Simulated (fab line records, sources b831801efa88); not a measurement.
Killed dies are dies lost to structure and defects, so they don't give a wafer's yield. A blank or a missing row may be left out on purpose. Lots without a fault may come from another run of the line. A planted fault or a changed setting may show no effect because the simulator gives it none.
Which tool did it? | flow gf180mcu | 14 lots, 42 wafers sampled, at 5 steps of a route of 602

WHAT THE GAUGES READ, wafer by wafer
GF_MVSD_OVL_MEAS_07.
lot  | measured    | on         | MVSD_OVL (nm)
L283 | day 4 08:45 | overlay-01 | -0.7 0.7 -0.9
L284 | day 4 16:18 | overlay-01 | 1.3 -1.3 0.5
L285 | day 4 23:18 | overlay-01 | 1.5 0.6 0.3
L286 | day 5 04:09 | overlay-01 | -1.2 0.6 0.7
L287 | day 5 10:22 | overlay-02 | -1.8 -0.5 -0.9
L288 | day 5 15:00 | overlay-01 | -1.0 -0.1 -0.1
L289 | day 5 23:00 | overlay-02 | -1.8 -2.3 -3.6
L290 | day 6 03:54 | overlay-01 | -2.0 -3.7 -2.5
L292 | day 6 13:29 | overlay-01 | -0.3 0.1 0.4
L295 | day 7 06:33 | overlay-02 | 0.4 0.2 2.5
L297 | day 7 19:37 | overlay-02 | 0.1 -1.0 0.2
L304 | day 9 12:03 | overlay-01 | 1.9 0.7 -1.3
L305 | day 9 20:57 | overlay-02 | 1.6 1.1 -0.8
L306 | day 9 22:09 | overlay-02 | 1.3 1.0 0.4

GF_VT_IMPLANT_OVL_MEAS_18.
lot  | measured     | on         | VT_IMPLANT_01_OVL (nm)
L283 | day 6 04:58  | overlay-01 | -0.6 0.1 -1.5
L284 | day 6 11:11  | overlay-01 | -2.0 -1.2 1.4
L285 | day 6 20:36  | overlay-01 | -1.0 -0.1 -0.9
L286 | day 7 00:46  | overlay-02 | -0.5 -0.1 -2.2
L287 | day 7 07:02  | overlay-01 | 1.1 -0.2 -1.4
L288 | day 7 12:51  | overlay-01 | -0.3 -1.2 -0.3
L289 | day 7 22:52  | overlay-01 | 0.3 1.7 -0.4
L290 | day 8 03:06  | overlay-01 | -2.6 -2.4 -4.2
L292 | day 8 13:58  | overlay-01 | -1.7 -0.2 -0.8
L295 | day 9 08:46  | overlay-02 | -1.7 -1.8 -1.7
L297 | day 9 22:11  | overlay-01 | -1.3 0.2 0.0
L304 | day 11 19:07 | overlay-01 | 0.1 -2.2 0.0
L305 | day 12 05:10 | overlay-01 | 0.2 -0.8 -1.6
L306 | day 12 06:07 | overlay-01 | 0.8 -2.4 -0.1

WHICH TOOL RAN EACH LOT (tool, then ch and the chambers of the sampled wafers, then the start)
lot  | GF_STI_ETCH_14                  | GF_STI_STRIP_15                     | GF_MVPSD_STRIP_10
L283 | rie_si-01 ch 1,2,3, day 2 01:48 | plasma_asher-04 ch 0,1, day 2 01:55 | plasma_asher-02 ch 0,1, day 4 23:44
L284 | rie_si-01 ch 0,3, day 2 06:44   | plasma_asher-02 ch 0,1, day 2 06:49 | plasma_asher-01 ch 0,1, day 5 06:24
L285 | rie_si-01 ch 1,2,3, day 2 13:38 | plasma_asher-04 ch 0,1, day 2 13:43 | plasma_asher-02 ch 0,1, day 5 14:35
L286 | rie_si-02 ch 0,2,3, day 2 17:28 | plasma_asher-04 ch 0,1, day 2 17:32 | plasma_asher-02 ch 0,1, day 5 19:08
L287 | rie_si-01 ch 0,1,3, day 2 22:21 | plasma_asher-03 ch 0,1, day 2 22:28 | plasma_asher-02 ch 0,1, day 6 01:38
L288 | rie_si-02 ch 0,1,3, day 3 03:09 | plasma_asher-03 ch 0,1, day 3 03:13 | plasma_asher-01 ch 0,1, day 6 06:20
L289 | rie_si-01 ch 0,1, day 3 09:46   | plasma_asher-04 ch 0,1, day 3 09:50 | plasma_asher-02 ch 0,1, day 6 14:47
L290 | rie_si-01 ch 1,2, day 3 14:23   | plasma_asher-02 ch 0,1, day 3 14:28 | plasma_asher-01 ch 0,1, day 6 19:53
L292 | rie_si-01 ch 0,2,3, day 3 23:30 | plasma_asher-04 ch 1, day 3 23:34   | plasma_asher-02 ch 0, day 7 05:26
L295 | rie_si-01 ch 1,2,3, day 4 14:43 | plasma_asher-03 ch 0, day 4 14:47   | plasma_asher-02 ch 0, day 7 23:27
L297 | rie_si-02 ch 0,1,2, day 5 01:49 | plasma_asher-02 ch 0,1, day 5 01:53 | plasma_asher-01 ch 0,1, day 8 12:24
L304 | rie_si-02 ch 0,1,3, day 6 14:02 | plasma_asher-03 ch 0,1, day 6 14:07 | plasma_asher-03 ch 0,1, day 10 06:39
L305 | rie_si-02 ch 1,3, day 6 18:26   | plasma_asher-02 ch 0,1, day 6 18:31 | plasma_asher-01 ch 0,1, day 10 15:18
L306 | rie_si-02 ch 0,1, day 7 00:11   | plasma_asher-04 ch 0,1, day 7 00:16 | plasma_asher-03 ch 1, day 10 17:11
- GF_STI_ETCH_14: etches Si in HBr/Cl2/O2, target depth 360 nm, time 102.9 s.
- GF_STI_STRIP_15: strips in O2/N2.
- GF_MVPSD_STRIP_10: strips in O2/N2.

WHAT THE TOOLS THEMSELVES READ (means of the sampled wafers that have a number; where no wafer has one, the mark that the record gives instead)
GF_STI_ETCH_14.
lot  | tool      | HBr_flow_sccm (sccm) | drypump_motor_current_A (A) | oes_product_au (a.u.) | run_length_s (s) | throttle_valve_pct (%)
L283 | rie_si-01 | 149.7                | 6.03                        | 0.990                 | 131.3            | 25.658
L284 | rie_si-01 | 150.6                | 5.90                        | 1.005                 | 131.0            | 25.672
L285 | rie_si-01 | 150.0                | 6.03                        | 1.003                 | 131.4            | 25.655
L286 | rie_si-02 | 149.9                | 5.73                        | 0.995                 | 131.2            | 25.657
L287 | rie_si-01 | 150.2                | 5.86                        | 0.992                 | 131.1            | 25.673
L288 | rie_si-02 | 150.1                | 5.60                        | 0.992                 | 131.1            | 25.656
L289 | rie_si-01 | 150.0                | 5.79                        | 0.982                 | 131.7            | 25.674
L290 | rie_si-01 | 150.2                | 5.96                        | 0.995                 | 131.3            | 25.660
L292 | rie_si-01 | 149.7                | 6.10                        | 1.003                 | 90.4             | 25.649
L295 | rie_si-01 | 150.3                | 6.05                        | 1.007                 | 90.6             | 25.655
L297 | rie_si-02 | 150.3                | 5.79                        | 0.995                 | 130.8            | 25.658
L304 | rie_si-02 | 149.7                | 5.61                        | 0.997                 | 131.1            | 25.661
L305 | rie_si-02 | 150.4                | 5.56                        | 0.989                 | 130.6            | 25.661
L306 | rie_si-02 | 149.8                | 5.69                        | 0.982                 | 131.1            | 25.670

GF_STI_STRIP_15.
lot  | tool            | drypump_motor_current_A (A) | heater_power_w (W) | n2_flow_sccm (sccm) | o2_flow_sccm (sccm) | oes_product_au (a.u.) | strip_time_to_endpoint_s (s)
L283 | plasma_asher-04 | 5.46                        | 329                | 299.7               | 2997                | 0.382                 | 3.69
L284 | plasma_asher-02 | 5.92                        | 315                | 300.0               | 2999                | 0.381                 | 3.68
L285 | plasma_asher-04 | 5.38                        | 349                | 300.2               | 3002                | 0.379                 | 3.64
L286 | plasma_asher-04 | 5.38                        | 354                | 299.1               | 3005                | 0.380                 | 3.62
L287 | plasma_asher-03 | 5.64                        | 325                | 300.6               | 3000                | 0.384                 | 3.71
L288 | plasma_asher-03 | 5.64                        | 325                | 300.3               | 3000                | 0.379                 | 3.66
L289 | plasma_asher-04 | 5.37                        | 347                | 298.4               | 3003                | 0.385                 | 3.69
L290 | plasma_asher-02 | 5.79                        | 316                | 300.0               | 3009                | 0.386                 | 3.66
L292 | plasma_asher-04 | 5.29                        | 371                | 298.8               | 2995                | 0.399                 | 4.17
L295 | plasma_asher-03 | 5.80                        | 330                | 300.1               | 3018                | 0.398                 | 4.16
L297 | plasma_asher-02 | 5.77                        | 319                | 299.8               | 2993                | 0.383                 | 3.66
L304 | plasma_asher-03 | 5.62                        | 321                | 300.1               | 3005                | 0.382                 | 3.67
L305 | plasma_asher-02 | 5.75                        | 319                | 300.7               | 3020                | 0.384                 | 3.73
L306 | plasma_asher-04 | 5.35                        | 349                | 301.1               | 3014                | 0.382                 | 3.67

GF_MVPSD_STRIP_10.
lot  | tool            | drypump_motor_current_A (A) | heater_power_w (W) | n2_flow_sccm (sccm) | o2_flow_sccm (sccm) | oes_product_au (a.u.) | strip_time_to_endpoint_s (s)
L283 | plasma_asher-02 | 5.93                        | 311                | 299.8               | 3002                | 0.724                 | 36.93
L284 | plasma_asher-01 | 5.71                        | 300                | 300.3               | 3002                | 0.724                 | 36.83
L285 | plasma_asher-02 | 5.76                        | 317                | 299.5               | 2998                | 0.726                 | 37.00
L286 | plasma_asher-02 | 5.90                        | 311                | 299.2               | 2998                | 0.720                 | 36.99
L287 | plasma_asher-02 | 5.92                        | 314                | 300.6               | 2991                | 0.717                 | 36.99
L288 | plasma_asher-01 | 5.81                        | 312                | 299.1               | 3000                | 0.720                 | 36.82
L289 | plasma_asher-02 | 5.76                        | 317                | 299.0               | 2998                | 0.720                 | 36.95
L290 | plasma_asher-01 | 5.70                        | 298                | 300.5               | 2993                | 0.724                 | 36.88
L292 | plasma_asher-02 | 5.63                        | 324                | 300.5               | 3005                | 0.721                 | 36.97
L295 | plasma_asher-02 | 5.59                        | 318                | 300.8               | 3004                | 0.719                 | 36.83
L297 | plasma_asher-01 | 5.82                        | 314                | 300.2               | 3003                | 0.723                 | 37.09
L304 | plasma_asher-03 | 5.61                        | 321                | 300.5               | 3005                | 0.722                 | 36.84
L305 | plasma_asher-01 | 5.71                        | 294                | 300.4               | 2998                | 0.724                 | 37.07
L306 | plasma_asher-03 | 5.34                        | 321                | 299.1               | 3002                | 0.721                 | 37.13

THE ANSWER, worked out from the rows above alone
Rule: what is usual is taken from the lots themselves. Put in order of their means at a reading, lots are off if they are a third of the lots or fewer, leave a main group of 4 or more, and stand apart from it by a gap of 3 or more times the standard deviation of the main group's means; of several such gaps the widest counts. A main group whose means are all the same, to the digits that the tables above print for the reading, isn't used. A lot without any number at a reading at which 4 lots or more have one is off too. The other lots that the step has rows for count as sound. The gauges are gone through in route order, then the tools' own readings, and for those a lot's mean is taken as printed above. The first step at which some lot is off is used, and at that step the reading that is off furthest; a lot without a number counts as furthest.
Off: L292, L295, at GF_STI_ETCH_14 (run_length_s). The main group: mean 131.1 s, standard deviation 0.27.
A tool fits if, at that step or a process step before it, it ran every lot that is off, and no sound lot after the first of them. One fits: rie_si-01 at GF_STI_ETCH_14. Its last sound lot is L290 (day 3 14:23), its first lot that is off L292 (day 3 23:30): a fault that began between those two fits.
The tool's own readings at GF_STI_ETCH_14 bear it out: on the lots that are off they differ by more than 5 times the standard deviation of the sound lots' means. run_length_s reads 90.5 s there against 131.1 s on the sound lots.

WHAT THE SIMULATOR HAD PUT IN
Process parameter drift: rie_si-01, from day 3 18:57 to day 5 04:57, at GF_STI_ETCH_14. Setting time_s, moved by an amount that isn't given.
Lots struck among those shown: L292, L295. The rule above found the same.
